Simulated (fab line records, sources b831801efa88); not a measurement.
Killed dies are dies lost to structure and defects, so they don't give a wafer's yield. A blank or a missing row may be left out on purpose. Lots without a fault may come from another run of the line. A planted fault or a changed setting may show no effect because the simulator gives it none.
fab line records | flow gf180mcu
record lots=14 wafers=42 last_day=34
route steps=602 shown PSD@261 NSD@262 V1@350 M2@362 V2@383
lots that met no fault: from a run of the same line without faults
start_h: hours from the record's first day to the start of the lot's first wafer shown | wait_h: hours since the lot's step before | " the same as in the row above | L1.1+2: a row that stands for several wafers | - no value, or no start given | * or withheld: withheld | < > ~ a bound
route shown NAME@n: a module of which the file shows steps, and the number in the route of the first | usual: mean/standard deviation of fault-free wafers | same: alike in all rows | chamber/n: place in a boat | sites: the reading at each site | _std_site: their standard deviation | _edge_site: outer sites' mean less inner sites' | radius_mm: how far each site lies from the wafer's centre | mask NAME#n: copy n | behind: the tool/chamber that last shaped the wafer | hold: why the lot was held/for how many hours/how that ended | device: the transistor (n, p or np) that didn't switch | end of line: the same wafers' tests at the end of the route | a step without rows: its recipe alone | killed: dies lost to structure and defects at the first sort, not the wafer's yield | map: a wafer's dies, x killed, . not, _ none there
set.NAME: the setting as run; set.NAME@STEP: as run at that earlier step | model.NAME: the simulator's own value behind a step, which no gauge read
steps of the route over a sample of lots; a table a step, a row a wafer
services: from which hour (start_h, from the record's first day; less than 0 if before it) a tool's chamber was out of use, for how many hours, and why
## steps
# step GF_PSD_RTA_13
# recipe temp_c=1025 time_s=20 ambient=N2
# usual anneal_temp_c_max=1030.7/1.7 chamber_o2_ppm=1.996/0.023 lamp_power_pct=34/5.3 wafer_temp_C_max=1029.9/1.4
# columns lot.wafer tool chamber start_h wait_h anneal_temp_c_max chamber_o2_ppm lamp_power_pct wafer_temp_C_max
L771.1 rtp_anneal-02 0 312.54 0.0 1030.1 2.005 29 1031.8
L771.3 " 0 " " 1031.5 1.982 29 1030.5
L771.4 " 0 " " 1031.6 1.996 29 1032.2
L774.1 rtp_anneal-01 0 340.13 0.0 1029.5 1.954 40 1028.2
L774.2 " 0 " " 1029.5 1.948 40 1029.3
L774.4 " 0 " " 1029.3 1.953 40 1029.5
L775.1 rtp_anneal-02 0 345.48 0.0 1032.9 1.982 29 1032.4
L775.3 " 0 " " 1030.1 1.981 29 1031.4
L775.4 " 0 " " 1032.7 1.969 29 1031.3
L777.1 rtp_anneal-01 0 369.72 0.0 1028.1 1.974 40 1028.2
L777.2 " 0 " " 1028.0 1.967 40 1028.2
L777.5 " 0 " " 1027.5 1.984 40 1028.8
L778.2 rtp_anneal-02 0 375.74 0.0 1031.8 1.989 29 1030.3
L778.3 " 0 " " 1031.3 1.959 29 1030.8
L778.4 " 0 " " 1031.2 1.993 29 1031.5
L781.1 rtp_anneal-02 0 406.38 0.0 1032.3 2.032 29 1030.3
L781.4 " 0 " " 1031.7 2.025 29 1029.9
L781.5 " 0 " " 1032.5 2.005 29 1032.6
L782.2 rtp_anneal-01 - 411.81 0.0 - - - -
L782.5 " - " " - - - -
L782.6 " - " " - - - -
L783.1 rtp_anneal-02 - 418.13 0.0 - - - -
L783.2 " - " " - - - -
L783.4 " - " " - - - -
L784.1 rtp_anneal-02 0 429.28 0.0 1033.6 1.994 29 1031.2
L784.4 " 0 " " 1031.0 1.997 29 1031.2
L784.5 " 0 " " 1032.7 1.969 29 1030.9
L788.1 rtp_anneal-02 0 467.57 0.0 1031.3 2.045 29 1030.2
L788.3 " 0 " " 1031.7 2.022 29 1029.6
L788.5 " 0 " " 1031.5 2.010 29 1030.6
L790.4 rtp_anneal-01 0 481.56 0.0 1029.7 2.005 40 1028.6
L790.5 " 0 " " 1030.2 1.989 40 1030.1
L790.6 " 0 " " 1029.7 1.994 40 1028.4
L789.3 rtp_anneal-02 0 483.85 0.0 1034.1 1.993 29 1030.7
L789.4 " 0 " " 1031.8 2.006 29 1029.8
L789.5 " 0 " " 1033.2 1.971 29 1030.2
L791.1 rtp_anneal-01 0 488.19 0.0 1028.6 1.999 40 1028.7
L791.4 " 0 " " 1028.7 2.000 40 1030.6
L791.6 " 0 " " 1028.8 2.036 40 1027.9
L794.3 rtp_anneal-01 0 512.91 0.0 1031.1 1.979 40 1028.3
L794.4 " 0 " " 1028.7 1.964 40 1028.4
L794.5 " 0 " " 1029.2 1.989 40 1027.7
# step GF_PSD_RS_MEAS_14
# recipe thk_meas_gauge=four-point-probe
# usual NSD_RS=46.17/0.086
# columns lot.wafer tool chamber start_h wait_h NSD_RS[ohm/sq]
L771.1 film_metro-03 - 312.63 0.1 46.12
L771.3 " - " " 46.16
L771.4 " - " " 46.14
L774.1 film_metro-03 - 340.21 0.1 46.17
L774.2 " - " " 46.26
L774.4 " - " " 46.22
L775.1 film_metro-01 - 345.56 0.1 46.16
L775.3 " - " " 45.98
L775.4 " - " " 46.03
L777.1 film_metro-02 - 369.81 0.1 46.31
L777.2 " - " " 46.22
L777.5 " - " " 46.37
L778.2 film_metro-02 - 375.83 0.1 46.19
L778.3 " - " " 46.04
L778.4 " - " " 46.03
L781.1 film_metro-02 - 406.46 0.1 46.05
L781.4 " - " " 46.29
L781.5 " - " " 46.15
L782.2 film_metro-03 - 411.90 0.1 -
L782.5 " - " " -
L782.6 " - " " -
L783.1 film_metro-02 - 418.21 0.1 -
L783.2 " - " " -
L783.4 " - " " -
L784.1 film_metro-03 - 429.37 0.1 46.15
L784.4 " - " " 46.24
L784.5 " - " " 46.10
L788.1 film_metro-03 - 467.66 0.1 46.20
L788.3 " - " " 46.29
L788.5 " - " " 46.20
L790.4 film_metro-01 - 481.67 0.1 46.22
L790.5 " - " " 46.09
L790.6 " - " " 46.02
L789.3 film_metro-02 - 483.95 0.1 46.26
L789.4 " - " " 46.05
L789.5 " - " " 46.26
L791.1 film_metro-03 - 488.27 0.1 46.13
L791.4 " - " " 46.10
L791.6 " - " " 46.23
L794.3 film_metro-02 - 513.00 0.1 46.22
L794.4 " - " " 46.21
L794.5 " - " " 46.18
# step GF_V1_OVL_MEAS_15
# usual V1_OVL=-1/5.2
# columns lot.wafer tool chamber start_h wait_h V1_OVL[nm]
L771.1 overlay-02 - 404.25 0.1 -3
L771.3 " - " " -2
L771.4 " - " " 4
L774.1 overlay-01 - 436.48 0.1 2
L774.2 " - " " 14
L774.4 " - " " 5
L775.1 overlay-01 - 441.99 0.1 -4
L775.3 " - " " -7
L775.4 " - " " -9
L777.1 overlay-01 - 470.19 0.1 -8
L777.2 " - " " 10
L777.5 " - " " -1
L778.2 overlay-02 - 475.58 0.1 -9
L778.3 " - " " 1
L778.4 " - " " 0
L781.1 overlay-02 - 507.84 0.1 -11
L781.4 " - " " -9
L781.5 " - " " -13
L784.1 overlay-02 - 528.98 0.1 -6
L784.4 " - " " 2
L784.5 " - " " 2
L788.1 overlay-01 - 564.98 0.1 5
L788.3 " - " " 1
L788.5 " - " " 3
L790.4 overlay-02 - 578.06 0.1 -3
L790.5 " - " " 0
L790.6 " - " " -3
L789.3 overlay-02 - 579.19 0.1 -5
L789.4 " - " " 4
L789.5 " - " " 2
L791.1 overlay-02 - 582.94 0.1 -4
L791.4 " - " " 2
L791.6 " - " " -2
L794.3 overlay-02 - 606.04 0.1 6
L794.4 " - " " 4
L794.5 " - " " 13
# step GF_M2_SPUTTER_00
# recipe material=Ti target_thk_nm=37.5 arriving_ion_energy_ev=80 substrate_temp_c=200 chamber_pressure_pa=2 power_w=4000 time_s=150
# usual throttle_valve_pct=30.2/1.4
# columns lot.wafer tool chamber start_h wait_h throttle_valve_pct
L771.1 pvd_sputter-02 - 405.88 0.2 30.3
L771.3 " - " " 28.6
L771.4 " - " " 30.0
L774.1 pvd_sputter-03 - 437.87 0.1 31.0
L774.2 " - " " 30.1
L774.4 " - " " 29.9
L775.1 pvd_sputter-02 - 443.50 0.2 31.3
L775.3 " - " " 30.2
L775.4 " - " " 29.7
L777.1 pvd_sputter-04 - 471.58 0.1 30.1
L777.2 " - " " 27.1
L777.5 " - " " 32.3
L778.2 pvd_sputter-03 - 477.07 0.1 30.3
L778.3 " - " " 32.3
L778.4 " - " " 31.0
L781.1 pvd_sputter-04 - 509.23 0.2 30.0
L781.4 " - " " 31.9
L781.5 " - " " 30.1
L784.1 pvd_sputter-04 - 530.54 0.1 26.8
L784.4 " - " " 32.1
L784.5 " - " " 27.1
L788.1 pvd_sputter-02 - 566.37 0.1 30.1
L788.3 " - " " 29.7
L788.5 " - " " 29.6
L790.4 pvd_sputter-03 - 579.51 0.3 29.8
L790.5 " - " " 31.2
L790.6 " - " " 31.8
L789.3 pvd_sputter-04 - 580.59 0.2 27.0
L789.4 " - " " 32.0
L789.5 " - " " 29.8
L791.1 pvd_sputter-03 - 584.35 0.1 31.8
L791.4 " - " " 31.2
L791.6 " - " " 31.9
L794.3 pvd_sputter-03 - 607.53 0.2 30.1
L794.4 " - " " 30.0
L794.5 " - " " 31.8
# step GF_V2_THK_MEAS_01
# recipe reads=SiO2_of_V2_CVD_00
# usual V2_CVD_00_THK=597/4.9
# columns lot.wafer tool chamber start_h wait_h V2_CVD_00_THK[nm]
L771.1 film_metro-03 - 431.14 0.0 592
L771.3 " - " " 605
L771.4 " - " " 599
L774.1 film_metro-01 - 462.61 0.0 598
L774.2 " - " " 603
L774.4 " - " " 600
L775.1 film_metro-04 - 468.93 0.0 592
L775.3 " - " " 601
L775.4 " - " " 601
L777.1 film_metro-01 - 496.73 0.0 590
L777.2 " - " " 595
L777.5 " - " " 599
L778.2 film_metro-03 - 502.26 0.0 603
L778.3 " - " " 596
L778.4 " - " " 599
L781.1 film_metro-03 - 533.23 0.0 597
L781.4 " - " " 594
L781.5 " - " " 586
L784.1 film_metro-01 - 554.10 0.0 600
L784.4 " - " " 597
L784.5 " - " " 603
L788.1 film_metro-04 - 589.11 0.0 582
L788.3 " - " " 589
L788.5 " - " " 598
L790.4 film_metro-01 - 601.66 0.0 602
L790.5 " - " " 603
L790.6 " - " " 603
L789.3 film_metro-01 - 602.15 0.1 601
L789.4 " - " " 600
L789.5 " - " " 604
L791.1 film_metro-04 - 606.82 0.0 587
L791.4 " - " " 588
L791.6 " - " " 590
L794.3 film_metro-03 - 629.65 0.1 600
L794.4 " - " " 596
L794.5 " - " " 601
## services
# columns tool chamber start_h hours kind
pvd_sputter-04 - 329.98 1.4 repair
rtp_anneal-02 - 347.16 5.0 pm
pvd_sputter-04 - 361.62 33.5 repair
pvd_sputter-04 - 437.73 4.5 repair
pvd_sputter-02 - 441.46 2.0 repair
pvd_sputter-02 - 454.16 1.8 repair
pvd_sputter-04 - 524.49 0.7 repair
pvd_sputter-04 - 530.81 2.1 repair
## key
first_sign step=GF_PSD_RTA_13 reading=tool_record direction=missing
effect step=GF_PSD_RS_MEAS_14 reading=NSD_RS direction=missing
met_at GF_PSD_RTA_13
struck_lots L782,L783
later_rows_left_out L782.2,L782.5,L782.6,L783.1,L783.2,L783.4
sort_left_out L782.2,L782.5,L782.6,L783.1,L783.2,L783.4
tester_left_out L782,L783
not_acting_at GF_V1_OVL_MEAS_15,GF_M2_SPUTTER_00,GF_V2_THK_MEAS_01
onset_between 406.38 411.81
fault kind=skipped_step_whole tool=rtp_anneal-01,rtp_anneal-02 chamber=- onset_h=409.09 steps=GF_PSD_RTA_13 scope=struck_lots_only
# tester_left_out: of these lots the tester's yield and bins aren't shown, on N5 and GAA mostly nor the transistor test; their killed dies are dies lost to structure and defects alone, not to doping, threshold or leakage, so they don't give the yield
# sort_left_out: the simulated sort isn't trusted on such a fault, so these wafers' sort isn't shown, and their yield isn't known
# later_rows_left_out: the simulator's readings of these wafers behind a module that went badly wrong aren't trusted and aren't shown, but for the sort
